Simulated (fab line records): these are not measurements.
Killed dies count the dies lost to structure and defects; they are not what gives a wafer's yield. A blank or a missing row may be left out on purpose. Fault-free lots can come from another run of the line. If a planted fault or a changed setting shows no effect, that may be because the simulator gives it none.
2 desks looking at one fault || flow sky130 || numbers are kept per desk, each desk with only its own; the story behind them comes last

## DESK OF THE TOOL OWNER: rie-diel-03
The tool's own readings at SKY_FIELD_ISO_ETCH_14 (etches BARC in N2/H2, stops on SiO2, time 45.9 s, target depth 60 nm): means of the sampled wafers that have a number, for each lot that ran on this tool. Marked OUT: a lot whose mean sits more than 4 standard deviations from the usual mean, which makes it out of limits; the brackets give that distance.
Columns: A = bias-w at SKY_FIELD_ISO_ETCH_14, usual 99.98 W; B = drypump-motor-current-A at SKY_FIELD_ISO_ETCH_14, usual 5.6 A; C = oes-product-au at SKY_FIELD_ISO_ETCH_14, usual 0.855 a.u.; D = rf-fwd-power-W at SKY_FIELD_ISO_ETCH_14, usual 494.5 W; E = throttle-valve-pct at SKY_FIELD_ISO_ETCH_14, usual 13.225 %
{"lot": "L427", "first seen here": "day 2 16:22", "A": 100.13, "B": 5.9, "C": 0.849, "D": 494.8, "E": 13.217}
{"lot": "L447", "first seen here": "day 7 01:20", "A": 99.71, "B": 5.8, "C": 0.852, "D": "520.3 (+12) OUT", "E": 13.226}
This desk finds L447 out of limits, L447 being first, at day 7 01:20 (rf-fwd-power-W at SKY_FIELD_ISO_ETCH_14). L427: within limits.

## FROM THE METROLOGY DESK
Lot by lot, what the gauges showed, no matter which tool ran the lot: averages of those sampled wafers that carry a number. Marked OUT: a lot whose mean sits more than 4 standard deviations from the usual mean, which makes it out of limits; the brackets give that distance.
Columns: A = FIELD_ISO_OXIDATION_00_THK at SKY_FIELD_ISO_THK_MEAS_02, usual 11.85 nm; B = FIELD_ISO_CVD_03_THK at SKY_FIELD_ISO_THK_MEAS_04, usual 165.4 nm; C = cd-nm at SKY_FIELD_ISO_CD_MEAS_13, usual 149.6 nm
{"lot": "L425", "first seen here": "day 1 12:22", "A": 11.73, "B": 167.5, "C": 149.0}
{"lot": "L427", "first seen here": "day 1 22:35", "A": 11.77, "B": 167.2, "C": 148.6}
{"lot": "L438", "first seen here": "day 4 05:47", "A": 11.78, "B": 165.3, "C": 149.9}
{"lot": "L439", "first seen here": "day 4 10:02", "A": 11.92, "B": 164.2, "C": 149.0}
{"lot": "L447", "first seen here": "day 6 02:06", "A": 12.06, "B": 163.1, "C": 147.6}
This desk's verdict: no lot among the 5 shows anything out of limits.

## PUT TOGETHER
An alarm could have come from the tool owner's desk at day 7 01:20, on L447.
From the metrology desk's view, nothing was out of limits.
The metrology desk has L447 on record, within its limits.
SKY_FIELD_ISO_ETCH_14 was run on rie-diel-03 by each of the lots named.

## WHAT HAD BEEN PUT IN BY THE SIMULATOR
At SKY_FIELD_ISO_ETCH_14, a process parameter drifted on rie-diel-03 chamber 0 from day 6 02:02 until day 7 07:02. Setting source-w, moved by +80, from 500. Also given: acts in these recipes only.
Struck lots among those shown: L447.
Hours from the fault's start to each desk's first reading out of limits: the tool owner's desk, 23.
